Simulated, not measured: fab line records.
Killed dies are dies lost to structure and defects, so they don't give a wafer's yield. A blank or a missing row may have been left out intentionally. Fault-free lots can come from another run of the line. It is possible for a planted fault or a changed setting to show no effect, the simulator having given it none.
Which tool is to blame? + flow gf180mcu + 6 lots, 18 wafers sampled, at 4 steps of a route of 602

== WHAT EACH GAUGE READ, for each wafer ==
GF_M4_RS_MEAS_05: uses a four-point probe to measure.
| lot  | measured     | on            | M4_ALCU_RS (ohm/sq)  |
|------|--------------|---------------|----------------------|
| L900 | day 24 22:43 | film metro-03 | 0.0709 0.0699 0.0697 |
| L903 | day 26 00:56 | film metro-01 | 0.0694 0.0700 0.0696 |
| L907 | day 27 13:40 | film metro-01 | 0.0702 0.0707 0.0705 |
| L911 | day 28 12:55 | film metro-01 | 0.0691 0.0818 0.0692 |
| L914 | day 29 04:04 | film metro-01 | 0.0692 0.0701 0.0698 |
| L916 | day 29 20:45 | film metro-02 | 0.0694 0.0686 0.0697 |

== WHAT TOOL EACH LOT RAN ON (gives the tool, then ch and the chambers of the sampled wafers, and finally the start) ==
| lot  | GF_V3_SPUTTER_21             | GF_V3_SPUTTER_22             | GF_M4_SPUTTER_02             |
|------|------------------------------|------------------------------|------------------------------|
| L900 | pvd sputter-04, day 24 21:37 | pvd sputter-04, day 24 21:40 | pvd sputter-04, day 24 22:37 |
| L903 | pvd sputter-01, day 26 00:01 | pvd sputter-01, day 26 00:05 | pvd sputter-04, day 26 00:50 |
| L907 | pvd sputter-04, day 27 12:36 | pvd sputter-04, day 27 12:40 | pvd sputter-04, day 27 13:35 |
| L911 | pvd sputter-04, day 28 11:54 | pvd sputter-04, day 28 11:58 | pvd sputter-02, day 28 12:50 |
| L914 | pvd sputter-03, day 29 03:07 | pvd sputter-03, day 29 03:10 | pvd sputter-01, day 29 03:56 |
| L916 | pvd sputter-04, day 29 19:48 | pvd sputter-04, day 29 19:52 | pvd sputter-01, day 29 20:40 |
- GF_V3_SPUTTER_21: material Ti, target thk 15 nm, time 80.02 s.
- GF_V3_SPUTTER_22: material TiN, target thk 10 nm, time 40 s.
- GF_M4_SPUTTER_02: material AlCu, target thk 450 nm, time 23.9 s.

== THE ANSWER, worked out from the rows above alone ==
Rule: the lots themselves supply what counts as usual. The widest of any qualifying gaps counts: lots, ordered by their means at a reading, are off when they make up no more than a third of the lots, leave a main group of 4 or more, and stand apart from it by 3 or more times the standard deviation of that group's means. A main group whose means are all the same, to the digits that the tables above print for the reading, isn't used. A lot without any number at a reading at which 4 lots or more have one is off too. Any other lot the step has rows for is counted as sound.
Off: L911, at GF_M4_RS_MEAS_05 (M4_ALCU_RS). The main group has a mean of 0.0698 ohm/sq with a standard deviation of 0.00043.
A tool fits if, at a process step before that reading, it ran every lot that is off, and no sound lot after the first of them. Those tools and the gauges at GF_M4_RS_MEAS_05 are tried in the same way. One fits: pvd sputter-02 at GF_M4_SPUTTER_02. It ran no sound lot before its first lot that is off in this sample, so the start can't be narrowed down.

== WHAT HAD BEEN PUT IN BY THE SIMULATOR ==
Site profile drift: pvd sputter-02, from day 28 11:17 on, at GF_M4_SPUTTER_02. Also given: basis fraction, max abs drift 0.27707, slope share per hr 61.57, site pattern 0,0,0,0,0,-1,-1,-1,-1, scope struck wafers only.
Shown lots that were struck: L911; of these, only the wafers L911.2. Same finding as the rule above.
